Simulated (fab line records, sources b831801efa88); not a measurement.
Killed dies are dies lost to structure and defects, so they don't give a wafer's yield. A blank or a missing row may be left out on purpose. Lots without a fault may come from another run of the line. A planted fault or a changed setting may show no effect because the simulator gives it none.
fab line records | flow sky130
record lots=5 wafers=15 last_day=50
route steps=708 shown VT_ADJUST_LVTN@113 VT_ADJUST_NCORE@119
lots that met no fault: from a run of the same line without faults
start_h: hours from the record's first day to the start of the lot's first wafer shown | wait_h: hours since the lot's step before | " the same as in the row above | L1.1+2: a row that stands for several wafers | - no value, or no start given | * or withheld: withheld | < > ~ a bound
route shown NAME@n: a module of which the file shows steps, and the number in the route of the first | usual: mean/standard deviation of fault-free wafers | same: alike in all rows | chamber/n: place in a boat | sites: the reading at each site | _std_site: their standard deviation | _edge_site: outer sites' mean less inner sites' | radius_mm: how far each site lies from the wafer's centre | mask NAME#n: copy n | behind: the tool/chamber that last shaped the wafer | hold: why the lot was held/for how many hours/how that ended | device: the transistor (n, p or np) that didn't switch | end of line: the same wafers' tests at the end of the route | a step without rows: its recipe alone | killed: dies lost to structure and defects at the first sort, not the wafer's yield | map: a wafer's dies, x killed, . not, _ none there
set.NAME: the setting as run; set.NAME@STEP: as run at that earlier step | model.NAME: the simulator's own value behind a step, which no gauge read
lots at some steps of the route; a table a step, a row a wafer
services: from which hour (start_h, from the record's first day; less than 0 if before it) a tool's chamber was out of use, for how many hours, and why
## steps
# step SKY_VT_ADJUST_LVTN_PEB_16
# recipe temp_c=withheld time_s=* resist=NOVOLAK
# step SKY_VT_ADJUST_LVTN_DEVELOP_17
# recipe resist=NOVOLAK developer=TMAH develop_time_s=60 dev_temp_c=23
# step SKY_VT_ADJUST_LVTN_OVL_MEAS_18
# usual VT_ADJUST_LVTN_01_OVL=-0.1/1.3
# columns lot.wafer tool chamber start_h wait_h VT_ADJUST_LVTN_01_OVL[nm]
L640.1 overlay-01 - 182.48 0.1 0.6
L640.4 " - " " -0.2
L640.6 " - " " -0.8
L639.1 overlay-02 - 182.50 0.1 2.6
L639.2 " - " " 2.9
L639.6 " - " " 3.3
L651.1 overlay-02 - 255.80 0.1 0.0
L651.4 " - " " 0.9
L651.6 " - " " -0.4
L654.1 overlay-02 - 268.95 0.1 0.5
L654.3 " - " " -1.5
L654.6 " - " " 1.1
L659.2 overlay-02 - 303.10 0.1 -0.2
L659.5 " - " " 0.1
L659.6 " - " " -1.8
# step SKY_VT_ADJUST_LVTN_IMPLANT_19
# recipe species=B energy_kev=30 dose_cm2=6.5e+11 tilt_deg=withheld
# step SKY_VT_ADJUST_LVTN_STRIP_20
# recipe chemistry=O2/N2 power_w=1400 pressure_mtorr=1500 platen_temp_c=withheld o2_flow_sccm=3000 n2_flow_sccm=300 overash_fraction=0.5
# usual chamber_pressure_mTorr=1499.9/1.3 drypump_motor_current_A=5.7/0.33 oes_product_au=0.715/0.0045 strip_time_to_endpoint_s=14.18/0.046
# columns lot.wafer tool chamber start_h wait_h chamber_pressure_mTorr drypump_motor_current_A oes_product_au rf_hours_counter_h strip_time_to_endpoint_s
L640.1 plasma_asher-04 0 182.67 0.1 1497.8 5.3 0.721 48 14.11
L640.4 " 1 " " 1500.0 5.7 0.714 - 14.15
L640.6 " 1 " " 1500.7 5.7 0.711 - 14.15
L639.1 plasma_asher-02 1 182.68 0.1 1499.8 5.3 0.711 50 14.23
L639.2 " 0 " " 1500.1 6.4 0.721 50 14.18
L639.6 " 1 " " 1500.5 5.2 0.719 - 14.18
L651.1 plasma_asher-02 1 255.99 0.1 1500.0 5.3 0.716 58 14.14
L651.4 " 0 " " 1502.7 6.4 0.708 - 14.20
L651.6 " 0 " " 1499.2 6.4 0.715 - 14.15
L654.1 plasma_asher-01 0 269.13 0.1 1496.9 5.7 0.709 15 14.16
L654.3 " 1 " " 1504.3 5.7 0.721 - 14.21
L654.6 " 0 " " 1499.9 5.8 0.714 - 14.17
L659.2 plasma_asher-02 1 303.28 0.1 1499.3 5.2 0.711 63 14.23
L659.5 " 1 " " 1500.0 5.2 0.722 - 14.20
L659.6 " 0 " " 1501.6 6.4 0.714 - 14.24
# step SKY_VT_ADJUST_LVTN_TW_MEAS_21
# usual VT_ADJUST_LVTN_2_TW=187.6/2.4
# columns lot.wafer tool chamber start_h wait_h VT_ADJUST_LVTN_2_TW
L640.1 film_metro-04 - 182.77 0.1 187.3
L640.4 " - " " 186.4
L640.6 " - " " 187.6
L639.1 film_metro-02 - 182.78 0.1 184.0
L639.2 " - " " 183.2
L639.6 " - " " 184.4
L651.1 film_metro-02 - 256.09 0.1 184.6
L651.4 " - " " 183.6
L651.6 " - " " 184.7
L654.1 film_metro-04 - 269.23 0.1 187.9
L654.3 " - " " 187.2
L654.6 " - " " 187.1
L659.2 film_metro-04 - 303.39 0.1 188.3
L659.5 " - " " 189.4
L659.6 " - " " 188.5
# step SKY_VT_ADJUST_NCORE_DEHYDRATE_00
# recipe temp_c=200 time_s=60
# step SKY_VT_ADJUST_NCORE_HMDS_01
# recipe prime_time_s=60 prime_temp_c=120
# step SKY_VT_ADJUST_NCORE_COAT_02
# recipe resist=NOVOLAK spin_rpm=3000 resist_thk_nm=1140
# step SKY_VT_ADJUST_NCORE_SOFTBAKE_03
# recipe temp_c=90 time_s=60 resist=NOVOLAK
# step SKY_VT_ADJUST_NCORE_EXPOSE_04
# recipe mask_id=LVTN_COMPLEMENT_THIN na=0.6 source_shape=conventional sigma_outer=0.6 polarization=unpolarized target_cd_nm=380 dose_mj=139
# step SKY_VT_ADJUST_NCORE_PEB_05
# recipe temp_c=withheld time_s=* resist=NOVOLAK
# step SKY_VT_ADJUST_NCORE_DEVELOP_06
# recipe resist=NOVOLAK developer=TMAH develop_time_s=60 dev_temp_c=23
# columns lot.wafer tool chamber start_h wait_h
L640.1+4+6 litho_track-02 0 203.53 0.1
L639.1+2+6 litho_track-03 0 203.60 0.1
L651.1+4+6 litho_track-03 0 280.20 0.1
L654.1+3+6 litho_track-04 0 293.92 0.1
L659.2+5+6 litho_track-04 0 330.04 0.1
# step SKY_VT_ADJUST_NCORE_CD_MEAS_07
# recipe target_cd_nm=380
# usual cd_nm=381.0/2.6
# columns lot.wafer tool chamber start_h wait_h cd_nm
L640.1 cd_sem-01 - 203.68 0.1 376.1
L640.4 " - " " 375.5
L640.6 " - " " 376.3
L639.1 cd_sem-02 - 203.75 0.1 379.3
L639.2 " - " " 382.3
L639.6 " - " " 382.7
L651.1 cd_sem-01 - 280.35 0.1 369.4
L651.4 " - " " 367.3
L651.6 " - " " 379.9
L654.1 cd_sem-01 - 294.07 0.1 380.7
L654.3 " - " " 383.2
L654.6 " - " " 380.1
L659.2 cd_sem-01 - 330.19 0.1 382.6
L659.5 " - " " 383.8
L659.6 " - " " 384.6
# step SKY_VT_ADJUST_NCORE_OVL_MEAS_08
# usual VT_ADJUST_NCORE_OVL=-0.8/1.4
# columns lot.wafer tool chamber start_h wait_h VT_ADJUST_NCORE_OVL[nm]
L640.1 overlay-02 - 203.80 0.1 0.2
L640.4 " - " " 0.8
L640.6 " - " " -0.6
L639.1 overlay-01 - 203.87 0.1 -0.7
L639.2 " - " " -1.2
L639.6 " - " " 0.1
L651.1 overlay-02 - 280.47 0.1 -1.0
L651.4 " - " " -0.3
L651.6 " - " " 2.3
L654.1 overlay-01 - 294.19 0.1 -1.9
L654.3 " - " " -1.0
L654.6 " - " " -0.7
L659.2 overlay-01 - 330.29 0.1 1.5
L659.5 " - " " 0.3
L659.6 " - " " 0.1
## services
# columns tool chamber start_h hours kind
litho_track-04 - 211.55 - consumable_replace:filter
plasma_asher-04 - 234.59 5.4 repair
plasma_asher-01 - 297.31 3.7 repair
## key
first_sign step=SKY_VT_ADJUST_NCORE_CD_MEAS_07 reading=cd_nm direction=down sigmas=4.9 usual=381.0 struck=368.4
effect none on later readings
met_at SKY_VT_ADJUST_NCORE_DEVELOP_06
struck_wafers L651.1,L651.4
tester_left_out L651
onset_between 203.60 280.20
fault kind=process_parameter_drift tool=litho_track-03 chamber=- onset_h=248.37 steps=SKY_VT_ADJUST_NCORE_DEVELOP_06 channel=develop_time_s offset=* shape=step end_h=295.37 scope=struck_wafers_only acts_in=* stated=*
# tester_left_out: of these lots the tester's yield and bins aren't shown, on N5 and GAA mostly nor the transistor test; their killed dies are dies lost to structure and defects alone, not to doping, threshold or leakage, so they don't give the yield
